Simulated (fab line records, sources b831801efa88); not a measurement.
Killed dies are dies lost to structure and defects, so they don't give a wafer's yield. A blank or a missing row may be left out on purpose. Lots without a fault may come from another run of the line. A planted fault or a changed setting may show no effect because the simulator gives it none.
Which tool did it? | flow gf180mcu | 14 lots, 42 wafers sampled, at 3 steps of a route of 602

WHAT THE GAUGES READ, wafer by wafer
GF_STI_THK_MEAS_02.
lot  | measured    | on            | STI_OXIDATION_THK (nm)
L904 | day 1 14:05 | film_metro-04 | 10.19 10.13 10.04
L906 | day 1 21:35 | film_metro-04 | 10.12 10.24 9.96
L909 | day 2 16:56 | film_metro-01 | 10.27 10.10 10.18
L910 | day 2 19:57 | film_metro-04 | 10.05 10.17 10.06
L912 | day 3 03:31 | film_metro-01 | 10.02 10.05 9.91
L913 | day 3 09:07 | film_metro-02 | 9.84 9.68 9.90
L915 | day 3 18:34 | film_metro-04 | 9.81 9.76 9.93
L916 | day 3 23:32 | film_metro-01 | 9.66 9.78 9.94
L917 | day 4 06:30 | film_metro-01 | 10.25 10.31 10.34
L918 | day 4 09:31 | film_metro-01 | 9.85 9.87 9.83
L922 | day 5 05:31 | film_metro-01 | 9.83 10.00 9.78
L923 | day 5 10:31 | film_metro-02 | 9.97 9.90 10.01
L926 | day 6 01:38 | film_metro-04 | 9.82 9.78 9.60
L927 | day 6 06:31 | film_metro-02 | 9.92 9.78 9.77

GF_PSD_RS_MEAS_15: measures by four-point-probe.
lot  | measured     | on            | PSD_RS (ohm/sq)
L904 | day 14 06:00 | film_metro-03 | 109.16 108.58 108.67
L906 | day 14 22:18 | film_metro-04 | 108.56 109.05 108.67
L909 | day 16 02:16 | film_metro-01 | 109.14 109.03 108.89
L910 | day 16 11:39 | film_metro-04 | 108.92 108.70 108.92
L912 | day 17 04:41 | film_metro-01 | 108.69 109.11 109.20
L913 | day 17 13:24 | film_metro-03 | 108.44 109.00 108.63
L915 | day 18 00:25 | film_metro-01 | 108.72 108.11 108.49
L916 | day 18 05:55 | film_metro-01 | 109.19 109.00 109.13
L917 | day 18 22:22 | film_metro-03 | 108.57 108.38 108.45
L918 | day 19 03:46 | film_metro-04 | 109.65 109.15 109.09
L922 | day 20 09:14 | film_metro-01 | 109.04 109.25 109.37
L923 | day 20 14:06 | film_metro-03 | 108.23 107.98 108.18
L926 | day 21 18:23 | film_metro-01 | 108.62 109.12 109.13
L927 | day 22 09:24 | film_metro-01 | 108.61 108.75 108.72

WHICH TOOL RAN EACH LOT (tool, then ch and the chambers of the sampled wafers, then the start)
lot  | GF_STI_WET_ETCH_26
L904 | wet_bench-04 ch 0, day 2 05:19
L906 | wet_bench-04 ch 1, day 2 19:59
L909 | wet_bench-04 ch 1, day 3 10:20
L910 | wet_bench-03 ch 0, day 3 12:47
L912 | wet_bench-04 ch 0, day 3 21:53
L913 | wet_bench-04 ch 0, day 4 02:32
L915 | wet_bench-03 ch 3, day 4 12:10
L916 | wet_bench-03 ch 3, day 4 17:16
L917 | wet_bench-03 ch 2, day 5 00:44
L918 | wet_bench-03 ch 2, day 5 04:11
L922 | wet_bench-03 ch 0, day 6 01:05
L923 | wet_bench-03 ch 2, day 6 05:48
L926 | wet_bench-04 ch 2, day 6 20:40
L927 | wet_bench-04 ch 0, day 7 05:25
- GF_STI_WET_ETCH_26: etches SiO2 in dHF, target depth 94 nm, time 188 s.

WHAT THE TOOLS THEMSELVES READ (means of the sampled wafers that have a number; where no wafer has one, the mark that the record gives instead)
GF_STI_WET_ETCH_26.
lot  | tool         | run_length_s (s)
L904 | wet_bench-04 | 213
L906 | wet_bench-04 | 215
L909 | wet_bench-04 | 216
L910 | wet_bench-03 | 221
L912 | wet_bench-04 | 220
L913 | wet_bench-04 | 220
L915 | wet_bench-03 | 222
L916 | wet_bench-03 | 222
L917 | wet_bench-03 | 222
L918 | wet_bench-03 | 221
L922 | wet_bench-03 | 65
L923 | wet_bench-03 | 66
L926 | wet_bench-04 | 215
L927 | wet_bench-04 | 212

THE ANSWER, worked out from the rows above alone
Rule: what is usual is taken from the lots themselves. Put in order of their means at a reading, lots are off if they are a third of the lots or fewer, leave a main group of 4 or more, and stand apart from it by a gap of 3 or more times the standard deviation of the main group's means; of several such gaps the widest counts. A main group whose means are all the same, to the digits that the tables above print for the reading, isn't used. A lot without any number at a reading at which 4 lots or more have one is off too. The other lots that the step has rows for count as sound. The gauges are gone through in route order, then the tools' own readings, and for those a lot's mean is taken as printed above. The first step at which some lot is off is used, and at that step the reading that is off furthest; a lot without a number counts as furthest.
Off: L922, L923, at GF_STI_WET_ETCH_26 (run_length_s). The main group: mean 218 s, standard deviation 3.6.
A tool fits if, at that step or a process step before it, it ran every lot that is off, and no sound lot after the first of them. One fits: wet_bench-03 at GF_STI_WET_ETCH_26. Its last sound lot is L918 (day 5 04:11), its first lot that is off L922 (day 6 01:05): a fault that began between those two fits.
The tool's own readings at GF_STI_WET_ETCH_26 bear it out: on the lots that are off they differ by more than 5 times the standard deviation of the sound lots' means. run_length_s reads 66 s there against 218 s on the sound lots.

WHAT THE SIMULATOR HAD PUT IN
Process parameter drift: wet_bench-03, from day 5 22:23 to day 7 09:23, at GF_STI_WET_ETCH_26. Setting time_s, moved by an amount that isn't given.
Lots struck among those shown: L922, L923. The rule above found the same.
